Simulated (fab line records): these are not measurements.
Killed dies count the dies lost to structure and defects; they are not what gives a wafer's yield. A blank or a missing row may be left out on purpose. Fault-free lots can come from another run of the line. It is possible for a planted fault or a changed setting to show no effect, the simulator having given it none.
Matching of chambers | flow sky130 | 4 sister chambers for SKY_CONTACT_ETCH_16 on rie-diel-02
The step etches BARC in N2/H2, stops on SiO2, time 45.9 s, target depth 60 nm. 7 wafers are shown with their chamber, then 9 later ones without.

## WAFERS WITH THEIR CHAMBER
wafer  | chamber | n2-flow-sccm (sccm) | throttle-valve-pct (%)
L080.6 | 0       | 100.6               | 13.231
L082.2 | 2       | 100.0               | 13.239
L082.3 | 3       | 100.6               | 13.216
L082.4 | 1       | 99.7                | 13.228
L083.1 | 0       | 100.3               | 13.229
L083.4 | 1       | 99.8                | 13.218
L083.6 | 2       | 99.5                | 13.252

## WAFERS WITH NO CHAMBER GIVEN
wafer  | n2-flow-sccm (sccm) | throttle-valve-pct (%)
L085.2 | 100.4               | 13.217
L085.4 | 99.6                | 13.223
L085.6 | 99.9                | 13.239
L091.4 | 99.7                | 13.218
L091.5 | 99.8                | 13.226
L091.6 | 100.4               | 13.208
L097.1 | 100.0               | 13.213
L097.2 | 99.2                | 13.226
L097.6 | 100.0               | 13.226

## WHICH CHAMBER EACH ONE RAN IN
wafer  | from the rows above               | in truth
L085.2 | can't be placed: 3 or 0 or 1      | 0
L085.4 | 1                                 | 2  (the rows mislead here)
L085.6 | can't be placed: 2 or 1 or 0      | 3
L091.4 | 1                                 | 1
L091.5 | 1                                 | 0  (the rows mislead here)
L091.6 | can't be placed: 3 or 0           | 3
L097.1 | can't be placed: 1 or 3 or 0      | 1
L097.2 | can't be placed: 1 or 2           | 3
L097.6 | can't be placed: 1 or 0 or 3 or 2 | 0
1 of 9 placed correctly. These rows do not allow placing 6 (true chamber among the candidates in 4). 2 placed wrongly.
How it was worked out, from the rows above alone: a wafer's distance from a chamber is the root of the sum, over the readings, of the square of ((its reading less the chamber's mean) divided by the reading's scatter). If the next closest chamber is less than 2 further off than the closest, the wafer can't be placed; otherwise it belongs to the closest. A chamber's mean is the mean of its shown wafers. The scatter is the square root of a quotient: the sum, over the shown wafers, of each reading's squared deviation from its chamber's mean, divided by wafers minus chambers.
